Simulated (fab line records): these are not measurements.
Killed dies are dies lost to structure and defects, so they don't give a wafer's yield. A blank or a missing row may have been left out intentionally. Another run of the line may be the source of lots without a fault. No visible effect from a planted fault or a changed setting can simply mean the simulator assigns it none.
Chamber matching    flow sfq line    cmp-02 running SFQ_TRILAYER_I3_CMP_CMP_082: 4 sister chambers
The step polishes SiO2. 14 wafers are shown with their chamber, then 7 later ones without.

== WAFERS, EACH WITH ITS CHAMBER ==
wafer   chamber  motor current A (A)  time to endpoint s (s)
L297.4  0        10.6                 214
L297.5  3        11.1                 216
L297.6  0        10.2                 216
L303.3  2        9.9                  199
L303.1  1        10.5                 207
L303.6  3        10.9                 218
L306.4  2        9.9                  208
L306.5  1        10.8                 207
L306.6  2        10.0                 209
L313.3  2        9.5                  208
L313.4  3        11.1                 231
L313.5  3        11.5                 219
L315.4  0        10.3                 221
L315.5  3        11.7                 226

SIGNATURES (averages over the wafers above)
reading             chamber 0  chamber 1  chamber 2  chamber 3  scatter within a chamber
motor current A     10.367     10.650     9.825      11.260     0.267
time to endpoint s  217.00     207.00     206.00     222.00     5
Rule: distance of a wafer from a chamber = root of the sum over the readings of ((wafer's reading minus chamber's mean) / reading's scatter) squared. If the next closest chamber is less than 2 further off than the closest, the wafer can't be placed; otherwise it belongs to the closest. The scatter is the square root of a quotient: the sum, over the shown wafers, of each reading's squared deviation from its chamber's mean, divided by wafers minus chambers.

== WAFERS MISSING THEIR CHAMBER ==
wafer   motor current A (A)  time to endpoint s (s)
L315.6  10.1                 220
L317.4  9.6                  217
L317.1  10.7                 215
L317.6  11.0                 219
L319.4  10.2                 213
L319.2  11.5                 206
L319.5  10.5                 220

== WHICH CHAMBER EACH ONE RAN IN ==
wafer   from the rows above           in truth
L315.6  can't be placed: 0 or 2       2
L317.4  can't be placed: 2 or 0       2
L317.1  can't be placed: 0 or 1 or 3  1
L317.6  can't be placed: 3 or 0 or 1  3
L319.4  can't be placed: 0 or 2 or 1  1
L319.2  can't be placed: 1 or 3 or 0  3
L319.5  can't be placed: 0 or 1       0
Placed correctly: 0 of 7. From these rows, 7 cannot be placed; in 7 the true chamber is one of the candidates. Wrongly placed: 0.
